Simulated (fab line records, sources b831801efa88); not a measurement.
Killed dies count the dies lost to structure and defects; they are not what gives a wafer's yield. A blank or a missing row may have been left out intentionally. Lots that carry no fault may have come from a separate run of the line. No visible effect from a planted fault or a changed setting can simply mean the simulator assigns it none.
Struck lot and sound lot, side by side | flow sky130 | 30 steps out of a route of 708
Sound: these wafers, L363.2, L363.4, L363.6. Struck: wafers L371.1, L371.5, L371.6. Last of all comes the cause.
Per side, at each step with rows, come the tool, then ch with its chambers, and then its first start. Under that, the readings that differ: sound wafers | struck wafers | difference of the means | sigmas: that difference in standard deviations of wafers without a fault.
alike: readings whose means differ by less than 2 such deviations, and words and numbers that are the same on both sides. not compared: withheld readings, readings that some wafer has no value for, bounds like >300 that may hide the same value, and numbers for which the record gives no deviation and whose values overlap.
A row with sigmas, a row that says differs or no value, or rows on one side alone: a step with any of these is where the two part. Numbers that have no deviation but don't overlap get no sigmas and don't part them. Lack of a reading on every wafer of one side parts them only where that side has two or more wafers.

SKY_METAL4_CD_MEAS_13 targets a cd of 300 nm.
  struck on cdSem-02, day 44 23:07; sound on cdSem-01, day 42 18:23
  alike: cdNm
SKY_METAL4_OVL_MEAS_14:
  struck on overlay-01, day 44 23:14; sound on overlay-01, day 42 18:29
  alike: METAL4_OVL
then, 1 step without rows for these wafers: SKY_METAL4_DESCUM_15 (chemistry O2, time 8 s).
SKY_METAL4_ETCH_16: etches BARC in N2/H2, stops on SiO2, time 88.2 s, target depth 60 nm.
  sound on rieMetal-02 ch 1, day 42 18:33; struck on rieMetal-03 ch 0,1, day 44 23:18
  alike: chamberPressureMTorr, drypumpMotorCurrentA, oesProductAu, throttleValvePct
  not compared: rfHoursCounterH
then, 1 step without rows for these wafers: SKY_METAL4_ETCH_17 (etches SiO2 in C4F8/O2/Ar, stops on TiN, time 3.9 s, target depth 15 nm).
SKY_METAL4_METAL_ETCH_18: etches the open film in Cl2/BCl3, stops on SiO2, target depth 845 nm, time 189.4 s.
  sound on rieMetal-03 ch 0,1, day 42 18:40; struck on rieMetal-03 ch 0,1, day 44 23:25
  alike: chamberPressureMTorr, drypumpMotorCurrentA, oesProductAu, throttleValvePct
  not compared: rfHoursCounterH
SKY_METAL4_STRIP_19: strips in O2/N2.
  sound on plasmaAsher-04 ch 0, day 42 18:50; struck on plasmaAsher-04 ch 0,1, day 44 23:36
  alike: chamberPressureMTorr, drypumpMotorCurrentA, oesProductAu, stripTimeToEndpointS
  not compared: rfHoursCounterH
then, 4 steps without rows for these wafers: SKY_METAL4_STRIP_20 (strips in post etch residue remover, time 1200 s); SKY_METAL4_CLEAN_21 (cleans in IPA, time 180 s); SKY_METAL4_CLEAN_22 (cleans in O3/DIW); SKY_VIA4_HDPCVD_00 (deposits SiO2, target thk 1750 nm, time 291.7 s).
SKY_VIA4_THK_MEAS_01:
  struck on filmMetro-01, day 45 00:25; sound on filmMetro-01, day 42 19:40
reading              | sound          | struck         | difference | sigmas
VIA4_HDPCVD_THK (nm) | 1726 1720 1735 | 1769 1782 1768 | +46        | +2
SKY_VIA4_CMP_02: polishes SiO2.
  sound on cmp-02 ch 0,1,3, day 42 19:43; struck on cmp-01 ch 0,1, day 45 00:36
  no value came back on the struck wafers for any of 5 readings (edgeZonePressureFrac, headPressurePsi (psi) and others); on the sound wafers edgeZonePressureFrac reads 1.004 1.004 1.002
reading                                 | sound             | struck         | difference | sigmas
model.SiO2_of_VIA4_HDPCVD_00.thkNm (nm) | 579.6 579.7 581.8 | 1770 1783 1767 | +1193      | 
SKY_VIA4_BOW_MEAS_03:
  struck on filmMetro-03, day 45 00:54; sound on filmMetro-01, day 42 20:02
reading       | sound    | struck      | difference | sigmas
VIA4_BOW (um) | 89 73 77 | 126 128 136 | +50        | +6
then, 7 steps without rows for these wafers: SKY_VIA4_DEHYDRATE_04 (time 60 s); SKY_VIA4_HMDS_05 (prime time 60 s); SKY_VIA4_COAT_06 (resist thk 1140 nm); SKY_VIA4_SOFTBAKE_07 (time 60 s); SKY_VIA4_EXPOSE_08 (exposes mask VIM4, target cd 800 nm); SKY_VIA4_PEB_09; SKY_VIA4_DEVELOP_10 (develop time 60 s).
SKY_VIA4_OVL_MEAS_11:
  struck on overlay-02, day 45 22:10; sound on overlay-02, day 43 18:40
reading       | sound        | struck         | difference | sigmas
VIA4_OVL (nm) | 1.2 1.9 -0.1 | -2.5 -3.3 -3.4 | -4.1       | -3
SKY_VIA4_ETCH_12: etches SiO2 in C4F8/O2/Ar, stops on TiN, target depth 580 nm.
  sound on rieDiel-03 ch 0,3, day 43 18:42; struck on rieDiel-04 ch 2,3, day 45 22:12
reading                        | sound             | struck            | difference | sigmas
oesProductAu (a.u.)            | 0.926 0.925 0.931 | 1.605 1.615 1.610 | +0.683     | +99 or more
model.etch.depthNm (nm)        | 579.6 579.7 581.8 | 649.2 648.1 649.8 | +68.7      | 
model.VIA4.featureDepthNm (nm) | 579.6 579.7 581.8 | 649.2 648.1 649.8 | +68.7      | 
  alike: chamberPressureMTorr
SKY_VIA4_STRIP_13: strips in O2/N2.
  sound on plasmaAsher-02 ch 0,1, day 43 18:46; struck on plasmaAsher-02 ch 0,1, day 45 22:16
  alike: chamberPressureMTorr, drypumpMotorCurrentA, oesProductAu, stripTimeToEndpointS
  not compared: rfHoursCounterH
then, 4 steps without rows for these wafers: SKY_VIA4_STRIP_14 (strips in post etch residue remover, time 1200 s); SKY_VIA4_CLEAN_15 (cleans in IPA, time 180 s); SKY_VIA4_CLEAN_16 (cleans in O3/DIW); SKY_VIA4_SPUTTER_17 (material TiN, target thk 20 nm, time 80 s).
SKY_VIA4_CVD_18: deposits W, target thk 505 nm, time 152.14 s.
  sound on cvdW-01 ch 0,1, day 43 19:26; struck on cvdW-01 ch 0,1, day 45 22:56
  alike: heaterPowerOuterW, heaterPowerW
SKY_VIA4_CMP_21: polishes, stops on SiO2, t overpolish 25 s, target thk 0 nm.
  sound on cmp-01 ch 1,2, day 43 19:46; struck on cmp-01 ch 0,3, day 45 23:16
reading                                 | sound             | struck         | difference | sigmas
model.SiO2_of_VIA4_HDPCVD_00.thkNm (nm) | 574.1 574.2 576.3 | 1764 1778 1762 | +1193      | 
  alike: edgeZonePressureFrac, headPressurePsi, motorCurrentA, retainingRingPressureFrac, slurryFlowMlMin

WHERE THEY PART
Last at SKY_VIA4_ETCH_12 as far as this record goes, first at SKY_VIA4_THK_MEAS_01. Later steps at which nothing parts them and some readings are alike: SKY_VIA4_STRIP_13, SKY_VIA4_CVD_18, SKY_VIA4_CMP_21.

WHY: what the simulator had put in
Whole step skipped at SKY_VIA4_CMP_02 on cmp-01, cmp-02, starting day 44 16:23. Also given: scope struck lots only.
